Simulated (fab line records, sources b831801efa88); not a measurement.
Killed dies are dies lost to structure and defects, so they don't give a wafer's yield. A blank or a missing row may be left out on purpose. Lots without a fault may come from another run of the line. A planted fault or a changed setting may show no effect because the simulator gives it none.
fab line records | flow sky130
record lots=15 wafers=45 last_day=51
route steps=708 shown VIA2@521
lots that met no fault: from a run of the same line without faults
start_h: hours from the record's first day to the start of the lot's first wafer shown | wait_h: hours since the lot's step before | " the same as in the row above | L1.1+2: a row that stands for several wafers | - no value, or no start given | * or withheld: withheld | < > ~ a bound
route shown NAME@n: a module of which the file shows steps, and the number in the route of the first | usual: mean/standard deviation of fault-free wafers | same: alike in all rows | chamber/n: place in a boat | sites: the reading at each site | _std_site: their standard deviation | _edge_site: outer sites' mean less inner sites' | radius_mm: how far each site lies from the wafer's centre | mask NAME#n: copy n | behind: the tool/chamber that last shaped the wafer | hold: why the lot was held/for how many hours/how that ended | device: the transistor (n, p or np) that didn't switch | end of line: the same wafers' tests at the end of the route | a step without rows: its recipe alone | killed: dies lost to structure and defects at the first sort, not the wafer's yield | map: a wafer's dies, x killed, . not, _ none there
set.NAME: the setting as run; set.NAME@STEP: as run at that earlier step | model.NAME: the simulator's own value behind a step, which no gauge read
steps of the route over a sample of lots; a table a step, a row a wafer
services: from which hour (start_h, from the record's first day; less than 0 if before it) a tool's chamber was out of use, for how many hours, and why
## steps
# step SKY_VIA2_ETCH_14
# recipe chemistry=N2/H2 target=BARC ion_energy_ev=200 source_w=500 bias_w=100 pressure_mtorr=30 n2_flow_sccm=100 h2_flow_sccm=200 stop_on=SiO2 time_s=45.9 target_depth_a=600
# usual bias_w=100.01/0.3 chamber_pressure_mTorr=29.995/0.024 drypump_motor_current_A=5.9/0.46 oes_product_au=0.855/0.0048 throttle_valve_pct=13.224/0.0087
# columns lot.wafer tool chamber start_h wait_h bias_w chamber_pressure_mTorr drypump_motor_current_A oes_product_au rf_hours_counter_h throttle_valve_pct
L672.1 rie_diel-01 3 874.04 0.0 99.78 30.032 5.4 0.863 13 13.232
L672.2 " 2 " " 100.14 29.992 5.7 0.858 9 13.210
L672.6 " 0 " " 100.03 29.963 6.4 0.855 - 13.225
L673.2 rie_diel-02 0 884.41 0.0 100.28 30.032 5.5 0.854 11 13.230
L673.4 " 2 " " 99.69 29.985 5.9 0.854 3 13.229
L673.5 " 2 " " 99.73 29.971 5.8 0.856 - 13.217
L675.4 rie_diel-04 0 894.61 0.0 99.47 30.008 5.9 0.848 13 13.228
L675.5 " 0 " " 99.82 29.970 5.9 0.846 - 13.201
L675.6 " 1 " " 100.04 30.004 6.2 0.869 - 13.217
L681.1 rie_diel-04 0 940.67 0.0 100.25 29.990 5.9 0.852 15 13.211
L681.2 " 2 " " 99.77 29.959 6.2 0.856 5 13.225
L681.4 " 1 " " 99.49 30.006 6.2 0.860 - 13.234
L684.2 rie_diel-02 2 958.51 0.0 100.05 30.030 5.9 0.851 5 13.219
L684.3 " 3 " " 99.79 29.983 6.5 0.854 24 13.204
L684.4 " 0 " " 100.03 29.968 5.5 0.845 13 13.231
L683.1 rie_diel-01 1 961.51 0.0 100.40 30.006 5.7 0.852 15 13.217
L683.2 " 0 " " 100.80 29.965 6.4 0.863 18 13.214
L683.3 " 3 " " 100.10 30.009 5.4 0.853 16 13.225
L685.1 rie_diel-04 2 967.07 0.0 - - - - - -
L685.3 " 3 " " - - - - - -
L685.6 " 2 " " - - - - - -
L686.2 rie_diel-04 1 973.44 0.0 - - - - - -
L686.3 " 2 " " - - - - - -
L686.4 " 0 " " - - - - - -
L687.1 rie_diel-04 2 978.02 0.0 - - - - - -
L687.2 " 3 " " - - - - - -
L687.6 " 3 " " - - - - - -
L688.2 rie_diel-02 1 978.24 0.0 99.44 29.967 5.0 0.854 10 13.222
L688.4 " 2 " " 99.84 29.980 5.9 0.856 6 13.224
L688.5 " 0 " " 100.24 30.033 5.5 0.860 - 13.220
L692.1 rie_diel-01 2 1012.36 0.0 99.60 29.998 5.7 0.848 12 13.238
L692.2 " 0 " " 100.36 30.046 6.4 0.852 19 13.203
L692.5 " 3 " " 99.75 29.974 5.4 0.861 - 13.229
L691.1 rie_diel-02 3 1018.26 0.0 100.06 29.995 6.6 0.853 26 13.232
L691.3 " 2 " " 100.18 30.005 5.9 0.854 7 13.225
L691.4 " 0 " " 99.92 29.996 5.5 0.849 15 13.213
L693.1 rie_diel-02 2 1019.86 0.0 99.71 29.937 5.9 0.857 7 13.235
L693.2 " 0 " " 99.78 29.997 5.5 0.851 15 13.221
L693.6 " 2 " " 99.84 30.005 5.9 0.854 - 13.215
L689.3 rie_diel-02 3 1022.02 0.0 99.80 30.025 6.5 0.856 26 13.225
L689.4 " 0 " " 100.36 29.980 5.5 0.848 15 13.234
L689.5 " 2 " " 100.31 30.003 5.9 0.855 - 13.229
L694.2 rie_diel-02 0 1027.41 0.0 100.30 30.018 5.5 0.858 15 13.221
L694.3 " 3 " " 100.34 30.033 6.6 0.850 27 13.229
L694.5 " 0 " " 100.23 30.020 5.5 0.851 - 13.226
# step SKY_VIA2_ETCH_15
# recipe target=SiO2 chemistry=C4F8/O2/Ar target_depth_nm=546 stop_on=TiN mask_material=KrF-thick source_w=1500 bias_w=1200 pressure_mtorr=40 c4f8_flow_sccm=withheld O2_flow_sccm=6 Ar_flow_sccm=300 time_s=84
# usual bias_w=1200/3.8 chamber_pressure_mTorr=40.00/0.035 oes_product_au=0.940/0.0048
# columns lot.wafer tool chamber start_h wait_h bias_w chamber_pressure_mTorr oes_product_au rf_hours_counter_h
L672.1 rie_diel-01 3 874.08 0.0 1196 40.03 0.941 13
L672.2 " 2 " " 1200 39.98 0.936 9
L672.6 " 0 " " 1204 40.02 0.935 -
L673.2 rie_diel-02 0 884.45 0.0 1198 40.01 0.937 11
L673.4 " 2 " " 1200 40.04 0.940 3
L673.5 " 2 " " 1200 39.91 0.940 -
L675.4 rie_diel-04 0 894.65 0.0 1202 40.02 0.936 13
L675.5 " 0 " " 1206 40.02 0.948 -
L675.6 " 1 " " 1199 39.96 0.932 -
L681.1 rie_diel-04 0 940.72 0.0 1199 40.03 0.937 15
L681.2 " 2 " " 1201 40.06 0.936 5
L681.4 " 1 " " 1197 40.01 0.941 -
L684.2 rie_diel-02 2 958.55 0.0 1204 40.00 0.928 5
L684.3 " 3 " " 1206 40.02 0.945 24
L684.4 " 0 " " 1198 40.05 0.941 13
L683.1 rie_diel-01 1 961.55 0.0 1203 39.98 0.937 15
L683.2 " 0 " " 1197 40.05 0.936 18
L683.3 " 3 " " 1203 40.00 0.944 16
L685.1 rie_diel-04 2 967.12 0.0 1208 40.04 0.376 6
L685.3 " 3 " " 1201 40.01 0.380 12
L685.6 " 2 " " 1205 40.01 0.381 -
L686.2 rie_diel-04 1 973.48 0.0 1193 39.98 0.376 12
L686.3 " 2 " " 1203 39.96 0.374 6
L686.4 " 0 " " 1196 40.02 0.368 16
L687.1 rie_diel-04 2 978.07 0.0 1202 39.98 0.380 6
L687.2 " 3 " " 1198 40.03 0.387 12
L687.6 " 3 " " 1203 40.01 0.375 -
L688.2 rie_diel-02 1 978.28 0.0 1205 40.01 0.935 10
L688.4 " 2 " " 1206 40.03 0.946 6
L688.5 " 0 " " 1193 39.93 0.939 -
L692.1 rie_diel-01 2 1012.40 0.0 1201 40.07 0.939 12
L692.2 " 0 " " 1197 40.00 0.936 19
L692.5 " 3 " " 1199 39.97 0.932 -
L691.1 rie_diel-02 3 1018.30 0.0 1199 39.98 0.941 26
L691.3 " 2 " " 1197 39.93 0.943 7
L691.4 " 0 " " 1199 40.01 0.944 15
L693.1 rie_diel-02 2 1019.90 0.0 1200 40.00 0.938 7
L693.2 " 0 " " 1197 39.94 0.936 15
L693.6 " 2 " " 1196 40.00 0.940 -
L689.3 rie_diel-02 3 1022.07 0.0 1200 39.94 0.944 26
L689.4 " 0 " " 1197 39.98 0.939 15
L689.5 " 2 " " 1204 39.96 0.944 -
L694.2 rie_diel-02 0 1027.45 0.0 1194 39.97 0.942 15
L694.3 " 3 " " 1199 39.99 0.935 27
L694.5 " 0 " " 1193 39.98 0.939 -
# step SKY_VIA2_STRIP_16
# recipe chemistry=O2/N2 power_w=1400 pressure_mtorr=1500 platen_temp_c=withheld o2_flow_sccm=3000 n2_flow_sccm=300 overash_fraction=0.5
# usual drypump_motor_current_A=5.7/0.38 oes_product_au=0.397/0.0049 strip_time_to_endpoint_s=4.050/0.019
# columns lot.wafer tool chamber start_h wait_h drypump_motor_current_A oes_product_au rf_hours_counter_h strip_time_to_endpoint_s
L672.1 plasma_asher-01 1 874.14 0.0 6.1 0.396 43 4.043
L672.2 " 0 " " 5.5 0.400 43 4.040
L672.6 " 0 " " 5.5 0.391 - 4.046
L673.2 plasma_asher-03 1 884.52 0.0 6.0 0.398 110 4.068
L673.4 " 1 " " 6.0 0.389 - 4.024
L673.5 " 1 " " 6.0 0.403 - 4.020
L675.4 plasma_asher-02 1 894.75 0.1 4.9 0.409 - 4.069
L675.5 " 1 " " 4.9 0.402 - 4.082
L675.6 " 0 " " 6.0 0.400 - 4.061
L681.1 plasma_asher-01 1 940.78 0.0 6.1 0.400 51 4.061
L681.2 " 0 " " 5.5 0.394 51 4.019
L681.4 " 1 " " 6.1 0.389 - 4.057
L684.2 plasma_asher-02 1 958.62 0.0 4.9 0.400 80 4.029
L684.3 " 0 " " 6.0 0.392 - 4.041
L684.4 " 1 " " 4.9 0.392 - 4.051
L683.1 plasma_asher-02 1 961.62 0.0 5.0 0.396 81 4.049
L683.2 " 0 " " 6.0 0.404 81 4.079
L683.3 " 0 " " 6.0 0.397 - 4.069
L685.1 plasma_asher-03 1 967.18 0.0 6.0 0.416 119 4.506
L685.3 " 1 " " 6.0 0.414 - 4.487
L685.6 " 0 " " 5.5 0.420 - 4.494
L686.2 plasma_asher-02 1 973.54 0.0 4.9 0.410 82 4.476
L686.3 " 1 " " 5.0 0.411 - 4.481
L686.4 " 0 " " 6.0 0.429 - 4.491
L687.1 plasma_asher-03 1 978.13 0.0 6.0 0.418 121 4.513
L687.2 " 0 " " 5.5 0.415 121 4.505
L687.6 " 1 " " 6.0 0.420 - 4.510
L688.2 plasma_asher-02 0 978.34 0.0 6.0 0.402 82 4.077
L688.4 " 1 " " 4.9 0.394 - 4.060
L688.5 " 0 " " 6.0 0.387 - 4.031
L692.1 plasma_asher-03 1 1012.47 0.0 5.9 0.398 124 4.078
L692.2 " 0 " " 5.5 0.397 124 4.050
L692.5 " 1 " " 5.9 0.396 - 4.059
L691.1 plasma_asher-01 1 1018.37 0.0 6.1 0.399 56 4.042
L691.3 " 1 " " 6.1 0.399 - 4.049
L691.4 " 0 " " 5.5 0.397 - 4.047
L693.1 plasma_asher-01 0 1019.97 0.0 5.5 0.393 56 4.045
L693.2 " 1 " " 6.1 0.393 56 4.036
L693.6 " 0 " " 5.5 0.395 - 4.040
L689.3 plasma_asher-01 1 1022.16 0.1 6.1 0.392 - 4.020
L689.4 " 0 " " 5.5 0.401 - 4.043
L689.5 " 1 " " 6.1 0.393 - 4.050
L694.2 plasma_asher-01 1 1027.52 0.0 6.1 0.404 58 4.056
L694.3 " 0 " " 5.5 0.394 - 4.012
L694.5 " 1 " " 6.1 0.405 - 4.049
## services
# columns tool chamber start_h hours kind
rie_diel-04 0 873.22 8.3 repair
plasma_asher-02 - 875.73 13.8 pm
rie_diel-02 - 895.45 4.0 repair
rie_diel-02 3 905.67 5.3 repair
rie_diel-01 - 907.35 0.4 repair
rie_diel-04 1 908.99 4.2 repair
rie_diel-01 2 935.92 7.5 repair
rie_diel-04 3 938.93 5.9 repair
rie_diel-01 - 943.59 2.8 pm
plasma_asher-01 - 960.67 23.7 repair
rie_diel-01 3 975.08 7.2 repair
rie_diel-01 1 975.52 1.7 repair
rie_diel-04 - 984.74 0.6 repair
rie_diel-04 3 988.19 14.5 repair
rie_diel-01 3 1002.56 1.2 repair
plasma_asher-03 - 1014.58 14.6 pm
rie_diel-01 2 1023.47 9.4 repair
rie_diel-02 2 1027.30 4.7 repair
## key
first_sign step=SKY_VIA2_ETCH_14 reading=tool_record direction=missing
effect step=SKY_VIA2_ETCH_15 reading=oes_product_au direction=down sigmas=99+ usual=0.940 struck=0.377
effect step=SKY_VIA2_STRIP_16 reading=strip_time_to_endpoint_s direction=up sigmas=24 usual=* struck=*
met_at SKY_VIA2_ETCH_14
struck_lots L685,L686,L687
later_rows_left_out L685.1,L685.3,L685.6,L686.2,L686.3,L686.4,L687.1,L687.2,L687.6
sort_left_out L685.1,L685.3,L685.6,L686.2,L686.3,L686.4,L687.1,L687.2,L687.6
onset_between 940.67 967.07
fault kind=skipped_step_whole tool=rie_diel-04 chamber=- onset_h=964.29 steps=SKY_VIA2_ETCH_14 scope=struck_lots_only
# sort_left_out: the simulated sort isn't trusted on such a fault, so these wafers' sort isn't shown, and their yield isn't known
# later_rows_left_out: the simulator's readings of these wafers behind a module that went badly wrong aren't trusted and aren't shown, but for the sort
